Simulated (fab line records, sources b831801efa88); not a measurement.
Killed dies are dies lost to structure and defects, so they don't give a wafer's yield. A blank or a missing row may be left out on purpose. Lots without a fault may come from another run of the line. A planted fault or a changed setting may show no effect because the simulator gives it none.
Which tool did it? | flow gf180mcu | 13 lots, 39 wafers sampled, at 4 steps of a route of 602

WHAT THE GAUGES READ, wafer by wafer
GF_CONTACT_OVL_MEAS_15.
lot  | measured     | on         | CONTACT_OVL (nm)
L649 | day 16 10:08 | overlay-01 | 6 13 13
L651 | day 16 17:59 | overlay-02 | -1 2 -5
L652 | day 17 10:08 | overlay-02 | 2 0 4
L653 | day 17 16:35 | overlay-01 | -4 -3 -4
L654 | day 17 18:16 | overlay-01 | -1 6 3
L657 | day 18 23:40 | overlay-01 | 6 13 14
L659 | day 19 17:17 | overlay-01 | 0 0 3
L660 | day 20 01:20 | overlay-02 | 1 2 1
L663 | day 21 10:58 | overlay-02 | 12 10 6
L666 | day 22 02:22 | overlay-02 | 3 1 -2
L667 | day 22 14:47 | overlay-01 | 1 -1 0
L668 | day 23 00:52 | overlay-02 | -4 -4 -4
L672 | day 24 05:02 | overlay-02 | -15 -2 -6

GF_V1_BOW_MEAS_05.
lot  | measured     | on            | V1_BOW (um)
L649 | day 17 11:59 | film_metro-01 | 79 89 90
L651 | day 17 20:55 | film_metro-03 | 90 88 85
L652 | day 18 12:39 | film_metro-03 | 85 74 83
L653 | day 18 19:14 | film_metro-02 | 87 87 83
L654 | day 18 21:11 | film_metro-03 | 110 101 93
L657 | day 20 03:11 | film_metro-01 | 85 85 86
L659 | day 20 20:26 | film_metro-02 | 91 94 90
L660 | day 21 04:26 | film_metro-03 | 90 77 96
L663 | day 22 13:21 | film_metro-02 | 83 90 84
L666 | day 23 03:56 | film_metro-03 | 81 77 91
L667 | day 23 15:47 | film_metro-02 | 69 78 77
L668 | day 24 02:08 | film_metro-03 | 76 82 67
L672 | day 25 05:46 | film_metro-01 | 81 78 78

GF_M2_RS_MEAS_05: measures by four-point-probe.
lot  | measured     | on            | M2_ALCU_RS (ohm/sq)
L649 | day 18 14:23 | film_metro-03 | 0.0691 0.0698 0.0692
L651 | day 18 23:25 | film_metro-02 | 0.0693 0.0698 0.0695
L652 | day 19 15:07 | film_metro-03 | 0.0712 0.0708 0.0708
L653 | day 19 21:15 | film_metro-02 | 0.0698 0.0700 0.0698
L654 | day 19 23:25 | film_metro-04 | 0.0701 0.0696 0.0699
L657 | day 21 05:14 | film_metro-03 | 0.0688 0.0688 0.0683
L659 | day 21 21:56 | film_metro-02 | 0.0699 0.0700 0.0701
L660 | day 22 05:44 | film_metro-03 | 0.0691 0.0692 0.0694
L663 | day 23 13:37 | film_metro-02 | 0.0691 0.0687 0.0689
L666 | day 24 04:44 | film_metro-04 | 0.0709 0.0707 0.0706
L667 | day 24 15:30 | film_metro-02 | 0.0699 0.0701 0.0698
L668 | day 25 02:27 | film_metro-02 | 0.0699 0.0704 0.0700
L672 | day 26 04:37 | film_metro-03 | 0.0692 0.0689 0.0696

WHICH TOOL RAN EACH LOT (tool, then ch and the chambers of the sampled wafers, then the start)
lot  | GF_V1_ETCH_17
L649 | rie_diel-02 ch 0,1,3, day 18 12:00
L651 | rie_diel-03 ch 0,1,2, day 18 21:00
L652 | rie_diel-01 ch 0,2,3, day 19 13:00
L653 | rie_diel-01 ch 0,3, day 19 19:00
L654 | rie_diel-02 ch 0,2,3, day 19 21:00
L657 | rie_diel-03 ch 0,1,2, day 21 03:00
L659 | rie_diel-01 ch 0,1, day 21 20:00
L660 | rie_diel-02 ch 0,2,3, day 22 04:00
L663 | rie_diel-01 ch 1,2,3, day 23 12:00
L666 | rie_diel-03 ch 0,2,3, day 24 03:00
L667 | rie_diel-03 ch 0,3, day 24 13:00
L668 | rie_diel-01 ch 1,2,3, day 25 00:00
L672 | rie_diel-02 ch 0,1,3, day 26 03:00
- GF_V1_ETCH_17: etches SiO2 in C4F8/O2/Ar, stops on TiN, target depth 630 nm.

WHAT THE TOOLS THEMSELVES READ (means of the sampled wafers that have a number; where no wafer has one, the mark that the record gives instead)
GF_V1_ETCH_17.
lot  | tool        | bias_w (W) | oes_product_au (a.u.)
L649 | rie_diel-02 | 1203       | 0.855
L651 | rie_diel-03 | 1203       | 0.857
L652 | rie_diel-01 | 1202       | 0.851
L653 | rie_diel-01 | 1202       | 0.856
L654 | rie_diel-02 | 1197       | 0.856
L657 | rie_diel-03 | 1199       | 0.858
L659 | rie_diel-01 | 1201       | 0.855
L660 | rie_diel-02 | 1201       | 0.855
L663 | rie_diel-01 | 1195       | 0.854
L666 | rie_diel-03 | 1201       | 0.851
L667 | rie_diel-03 | 1202       | 0.855
L668 | rie_diel-01 | 1185       | 0.856
L672 | rie_diel-02 | 1204       | 0.856

THE ANSWER, worked out from the rows above alone
Rule: what is usual is taken from the lots themselves. Put in order of their means at a reading, lots are off if they are a third of the lots or fewer, leave a main group of 4 or more, and stand apart from it by a gap of 3 or more times the standard deviation of the main group's means; of several such gaps the widest counts. A main group whose means are all the same, to the digits that the tables above print for the reading, isn't used. A lot without any number at a reading at which 4 lots or more have one is off too. The other lots that the step has rows for count as sound. The gauges are gone through in route order, then the tools' own readings, and for those a lot's mean is taken as printed above. The first step at which some lot is off is used, and at that step the reading that is off furthest; a lot without a number counts as furthest.
Off: L668, at GF_V1_ETCH_17 (bias_w). The main group: mean 1201 W, standard deviation 2.5.
A tool fits if, at that step or a process step before it, it ran every lot that is off, and no sound lot after the first of them. One fits: rie_diel-01 at GF_V1_ETCH_17. Its last sound lot is L663 (day 23 12:00), its first lot that is off L668 (day 25 00:00): a fault that began between those two fits.
The tool's own readings at GF_V1_ETCH_17 bear it out: on the lots that are off they differ by more than 5 times the standard deviation of the sound lots' means. bias_w reads 1185 W there against 1201 W on the sound lots.

WHAT THE SIMULATOR HAD PUT IN
Process parameter drift: rie_diel-01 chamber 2, from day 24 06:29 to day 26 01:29, at GF_V1_ETCH_17. Setting bias_w, moved by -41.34, from 1200. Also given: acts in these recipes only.
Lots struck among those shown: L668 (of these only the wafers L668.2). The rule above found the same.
